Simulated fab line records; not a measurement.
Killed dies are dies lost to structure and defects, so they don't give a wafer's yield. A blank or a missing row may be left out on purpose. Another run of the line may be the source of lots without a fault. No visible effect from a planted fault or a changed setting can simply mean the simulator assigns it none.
The tool behind it: which one? | flow sky130 | 12 lots, 36 wafers sampled, at 2 steps of a route of 708

WHAT EACH GAUGE READ, for each wafer
SKY_VT_ADJUST_HVTP_TW_MEAS_11. Usual: VT_ADJUST_HVTP_TW gives 1368 (standard deviation 24).
lot  | measured     | on            | VT_ADJUST_HVTP_TW | flag
L722 | day 6 12:49  | film-metro-01 | 1363 1359 1360    |
L723 | day 6 16:09  | film-metro-02 | 1406 1410 1405    |
L725 | day 7 16:17  | film-metro-03 | 1343 1347 1345    |
L727 | day 8 00:56  | film-metro-02 | 1391 1393 1398    |
L728 | day 8 12:10  | film-metro-03 | 1350 1344 1340    |
L729 | day 8 18:50  | film-metro-01 | 1354 1353 1354    |
L733 | day 9 23:34  | film-metro-02 | 1383 1394 1399    |
L735 | day 10 08:39 | film-metro-03 | 1350 1347 1351    |
L737 | day 10 13:07 | film-metro-02 | 1411 1401 1403    |
L739 | day 11 04:04 | film-metro-01 | 1345 1345 1342    |
L740 | day 11 10:25 | film-metro-02 | 1389 1397 1395    |
L741 | day 11 10:43 | film-metro-01 | 1340 1341 1339    |

WHAT TOOL EACH LOT RAN ON (gives the tool, then ch and the chambers of the sampled wafers, and finally the start)
lot  | SKY_FIELD_ISO_ETCH_17
L722 | rie-si-02 ch 1,2,3, day 2 17:02
L723 | rie-si-01 ch 0,2, day 2 21:05
L725 | rie-si-01 ch 1,3, day 3 06:35
L727 | rie-si-02 ch 0,1,3, day 3 16:19
L728 | rie-si-01 ch 0,2,3, day 4 01:37
L729 | rie-si-02 ch 0,2, day 4 05:02
L733 | rie-si-01 ch 0,1,2, day 5 02:17
L735 | rie-si-01 ch 1,2,3, day 5 14:14
L737 | rie-si-01 ch 1,2,3, day 5 23:41
L739 | rie-si-02 ch 2,3, day 6 11:41
L740 | rie-si-02 ch 2,3, day 6 16:02
L741 | rie-si-02 ch 0,2,3, day 6 17:59
- SKY_FIELD_ISO_ETCH_17: etches Si in HBr/Cl2/O2, target depth 342 nm, time 97.7 s.

AS READ BY THE TOOLS THEMSELVES (means over the sampled wafers that have a number; for cases with no such wafer, the mark the record gives instead)
SKY_FIELD_ISO_ETCH_17. Usual: HBr_flow_sccm 150.0 sccm, standard deviation 0.43; bias-w 150.1 W, standard deviation 0.45; drypump-motor-current-A 5.8 A, standard deviation 0.49; oes-product-au 0.996 a.u., standard deviation 0.0085; rf-fwd-power-W 595.4 W, standard deviation 2.2; throttle-valve-pct 25.660 %, standard deviation 0.011.
lot  | tool      | HBr_flow_sccm (sccm) | bias-w (W) | drypump-motor-current-A (A) | oes-product-au (a.u.) | rf-fwd-power-W (W) | throttle-valve-pct (%) | flag
L722 | rie-si-02 | 149.8                | 149.7      | 6.1                         | 1.001                 | 594.4              | 25.654                 |
L723 | rie-si-01 | 150.0                | 149.8      | 6.1                         | 0.998                 | 594.4              | 25.667                 |
L725 | rie-si-01 | 149.8                | 150.7      | 5.2                         | 0.991                 | 594.7              | 25.661                 |
L727 | rie-si-02 | 150.1                | 149.8      | 6.1                         | 1.001                 | 595.1              | 25.655                 |
L728 | rie-si-01 | 150.1                | 150.2      | 5.6                         | 0.998                 | 596.1              | 25.657                 |
L729 | rie-si-02 | 149.9                | 150.2      | 5.7                         | 0.992                 | 595.0              | 25.661                 |
L733 | rie-si-01 | 150.3                | 149.9      | 6.0                         | 0.994                 | 594.9              | 25.666                 |
L735 | rie-si-01 | 149.7                | 155.7      | 5.5                         | 0.995                 | 596.0              | 25.665                 | OFF
L737 | rie-si-01 | 150.4                | 155.7      | 5.5                         | 0.993                 | 594.9              | 25.669                 | OFF
L739 | rie-si-02 | 150.0                | 150.4      | 5.9                         | 1.002                 | 593.0              | 25.661                 |
L740 | rie-si-02 | 150.5                | 149.8      | 5.9                         | 1.003                 | 594.3              | 25.658                 |
L741 | rie-si-02 | 149.6                | 150.3      | 5.8                         | 0.994                 | 594.8              | 25.657                 |

THE ANSWER, worked out from the rows above alone
Rule: lot off if the mean of its wafers having a number is beyond 3 standard deviations from the usual mean. A lot without any number at a reading at which 4 lots or more have one is off too. Where the step has rows for the other lots, those lots are counted as sound. Order of review: gauges by route order, followed by the tools' own readings, for which a lot's mean as printed above is used. At the first step where some lot is off, the reading lying furthest off is the one used; lots without a number count as furthest.
Off at SKY_FIELD_ISO_ETCH_17 (bias-w): L735, L737.
A tool fits if, at that step or a process step before it, it ran every lot that is off, and no sound lot after the first of them. One fits: SKY_FIELD_ISO_ETCH_17 on rie-si-01. A fault onset in the window from L733 (day 5 02:17, its last sound lot) to L735 (day 5 14:14, its first lot off) fits.
On the lots that are off, the tool's own readings at SKY_FIELD_ISO_ETCH_17 differ by more than 5 times the standard deviation of the sound lots' means, which bears it out; bias-w reads 155.7 W there versus 150.1 W on the sound lots.

WHAT THE SIMULATOR HAD INSERTED
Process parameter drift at SKY_FIELD_ISO_ETCH_17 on rie-si-01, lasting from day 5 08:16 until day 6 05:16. From 150, the setting bias-w moved by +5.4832. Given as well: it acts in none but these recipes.
Lots struck among those shown: L735, L737. The same result came from the rule above.
